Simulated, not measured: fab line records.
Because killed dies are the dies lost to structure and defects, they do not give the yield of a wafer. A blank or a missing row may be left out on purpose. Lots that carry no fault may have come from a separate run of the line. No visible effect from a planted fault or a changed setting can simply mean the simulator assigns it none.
Chamber matching | flow gf180mcu | GF_SAB_WET_ETCH_12 on wet bench-03 has 3 sister chambers
The step etches SiO2 in dHF, target depth 22 nm, time 440 s. 3 wafers are shown with their chamber, then 6 later ones without.

== WAFERS, EACH WITH ITS CHAMBER ==
wafer  | chamber | bath heat duty pct (%)
L120.6 | 1       | 8.0
L123.4 | 2       | 6.8
L128.2 | 0       | 6.9

== WAFERS MISSING THEIR CHAMBER ==
wafer  | bath heat duty pct (%)
L130.1 | 6.0
L130.4 | 5.6
L130.5 | 5.9
L132.3 | 6.6
L132.4 | 6.0
L132.6 | 6.1

== THE CHAMBER EACH PASSED THROUGH ==
wafer  | from the rows above          | in truth
L130.1 | can't be placed: 2 or 0 or 1 | 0
L130.4 | can't be placed: 2 or 0 or 1 | 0
L130.5 | can't be placed: 2 or 0 or 1 | 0
L132.3 | can't be placed: 2 or 0 or 1 | 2
L132.4 | can't be placed: 2 or 0 or 1 | 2
L132.6 | can't be placed: 2 or 0 or 1 | 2
0 of 6 placed correctly. Can't be placed from these rows: 6 (the true chamber is among the candidates in 6). 0 placed wrongly.
How it was worked out, from the rows above alone: a wafer's distance from a chamber is the root of the sum, over the readings, of the square of ((its reading less the chamber's mean) divided by the reading's scatter). The wafer belongs to the nearest chamber; if the next one is less than 2 further off, it can't be placed. The mean given for a chamber averages the wafers shown for that chamber. The scatter: root of mean squared gap, hidden wafer to nearest shown wafer, with one shown wafer a chamber.
